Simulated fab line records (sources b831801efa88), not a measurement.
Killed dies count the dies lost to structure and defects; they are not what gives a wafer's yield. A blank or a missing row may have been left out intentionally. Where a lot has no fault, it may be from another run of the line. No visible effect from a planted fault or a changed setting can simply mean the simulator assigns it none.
Which tool was responsible? || flow gf180mcu || Sampling: 13 lots, 39 wafers, 2 of 602 route steps

WHAT THE GAUGES SHOWED, per wafer
GF_SALICIDE_RS_MEAS_04: uses a four-point probe to measure.
{"lot": "L699", "measured": "day 15 13:37", "on": "film_metro-02", "SALICIDE_TIN_RS (ohm/sq)": "16.16 16.41 16.45"}
{"lot": "L700", "measured": "day 15 17:44", "on": "film_metro-01", "SALICIDE_TIN_RS (ohm/sq)": "15.95 16.55 16.40"}
{"lot": "L704", "measured": "day 17 01:39", "on": "film_metro-04", "SALICIDE_TIN_RS (ohm/sq)": "20.37 20.82 20.58 20.36 20.84 20.54"}
{"lot": "L706", "measured": "day 17 17:47", "on": "film_metro-04", "SALICIDE_TIN_RS (ohm/sq)": "20.75 20.73 20.95 20.74 20.74 20.90"}
{"lot": "L711", "measured": "day 19 20:55", "on": "film_metro-01", "SALICIDE_TIN_RS (ohm/sq)": "16.48 16.61 16.53"}
{"lot": "L714", "measured": "day 21 00:33", "on": "film_metro-01", "SALICIDE_TIN_RS (ohm/sq)": "16.55 16.56 16.70"}
{"lot": "L715", "measured": "day 21 02:58", "on": "film_metro-01", "SALICIDE_TIN_RS (ohm/sq)": "16.58 16.57 16.41"}
{"lot": "L716", "measured": "day 21 12:12", "on": "film_metro-01", "SALICIDE_TIN_RS (ohm/sq)": "16.76 16.77 16.64"}
{"lot": "L717", "measured": "day 21 21:10", "on": "film_metro-04", "SALICIDE_TIN_RS (ohm/sq)": "16.73 16.64 16.74"}
{"lot": "L718", "measured": "day 22 09:26", "on": "film_metro-04", "SALICIDE_TIN_RS (ohm/sq)": "15.97 16.09 15.87"}
{"lot": "L719", "measured": "day 23 07:17", "on": "film_metro-01", "SALICIDE_TIN_RS (ohm/sq)": "16.83 16.84 16.73"}
{"lot": "L720", "measured": "day 23 09:33", "on": "film_metro-01", "SALICIDE_TIN_RS (ohm/sq)": "16.56 16.01 16.30"}
{"lot": "L721", "measured": "day 23 22:39", "on": "film_metro-01", "SALICIDE_TIN_RS (ohm/sq)": "16.14 16.00 16.43"}

WHICH TOOL RAN EACH LOT (tool, then ch and the chambers of the sampled wafers, then the start)
{"lot": "L699", "GF_SALICIDE_SPUTTER_02": "pvd_sputter-03, day 15 13:32"}
{"lot": "L700", "GF_SALICIDE_SPUTTER_02": "pvd_sputter-04, day 15 17:40"}
{"lot": "L704", "GF_SALICIDE_SPUTTER_02": "pvd_sputter-02, day 17 01:36"}
{"lot": "L706", "GF_SALICIDE_SPUTTER_02": "pvd_sputter-02, day 17 17:43"}
{"lot": "L711", "GF_SALICIDE_SPUTTER_02": "pvd_sputter-03, day 19 20:49"}
{"lot": "L714", "GF_SALICIDE_SPUTTER_02": "pvd_sputter-03, day 21 00:29"}
{"lot": "L715", "GF_SALICIDE_SPUTTER_02": "pvd_sputter-04, day 21 02:55"}
{"lot": "L716", "GF_SALICIDE_SPUTTER_02": "pvd_sputter-03, day 21 12:09"}
{"lot": "L717", "GF_SALICIDE_SPUTTER_02": "pvd_sputter-03, day 21 21:07"}
{"lot": "L718", "GF_SALICIDE_SPUTTER_02": "pvd_sputter-04, day 22 09:22"}
{"lot": "L719", "GF_SALICIDE_SPUTTER_02": "pvd_sputter-02, day 23 07:13"}
{"lot": "L720", "GF_SALICIDE_SPUTTER_02": "pvd_sputter-03, day 23 09:30"}
{"lot": "L721", "GF_SALICIDE_SPUTTER_02": "pvd_sputter-02, day 23 22:36"}
- GF_SALICIDE_SPUTTER_02: material Co, target thk 10 nm, time 20 s.

WHAT THE TOOLS THEMSELVES READ (means of the sampled wafers that have a number; where no wafer has one, the mark that the record gives instead)
GF_SALICIDE_SPUTTER_02.
{"lot": "L699", "tool": "pvd_sputter-03", "throttle_valve_pct (%)": 30.4}
{"lot": "L700", "tool": "pvd_sputter-04", "throttle_valve_pct (%)": 29.0}
{"lot": "L704", "tool": "pvd_sputter-02", "throttle_valve_pct (%)": 30.7}
{"lot": "L706", "tool": "pvd_sputter-02", "throttle_valve_pct (%)": 30.1}
{"lot": "L711", "tool": "pvd_sputter-03", "throttle_valve_pct (%)": 31.6}
{"lot": "L714", "tool": "pvd_sputter-03", "throttle_valve_pct (%)": 31.0}
{"lot": "L715", "tool": "pvd_sputter-04", "throttle_valve_pct (%)": 29.3}
{"lot": "L716", "tool": "pvd_sputter-03", "throttle_valve_pct (%)": 30.9}
{"lot": "L717", "tool": "pvd_sputter-03", "throttle_valve_pct (%)": 30.9}
{"lot": "L718", "tool": "pvd_sputter-04", "throttle_valve_pct (%)": 29.1}
{"lot": "L719", "tool": "pvd_sputter-02", "throttle_valve_pct (%)": 31.3}
{"lot": "L720", "tool": "pvd_sputter-03", "throttle_valve_pct (%)": 29.8}
{"lot": "L721", "tool": "pvd_sputter-02", "throttle_valve_pct (%)": 30.7}

THE ANSWER, worked out from the rows above alone
Rule: the usual values come from the lots themselves. The widest of any qualifying gaps counts: lots, ordered by their means at a reading, are off when they make up no more than a third of the lots, leave a main group of 4 or more, and stand apart from it by 3 or more times the standard deviation of that group's means. The tables above print the reading to a certain number of digits; a main group whose means all agree to those digits is not used. Also off: a lot with no number at a reading for which 4 or more lots have one. All remaining lots with rows at the step are treated as sound. After the gauges, taken in route order, come the tools' own readings; for these a lot's mean is taken, as printed above. At the first step where some lot is off, the reading lying furthest off is the one used; lots without a number count as furthest.
Off: L704, L706, at GF_SALICIDE_RS_MEAS_04 (SALICIDE_TIN_RS). The main group: mean 16.45 ohm/sq, standard deviation 0.24.
A tool fits if, at a process step before that reading, it ran every lot that is off, and no sound lot after the first of them. Those tools and the gauges at GF_SALICIDE_RS_MEAS_04 are tried in the same way. Not one of the candidates tried fits.

WHAT HAD BEEN PUT IN BY THE SIMULATOR
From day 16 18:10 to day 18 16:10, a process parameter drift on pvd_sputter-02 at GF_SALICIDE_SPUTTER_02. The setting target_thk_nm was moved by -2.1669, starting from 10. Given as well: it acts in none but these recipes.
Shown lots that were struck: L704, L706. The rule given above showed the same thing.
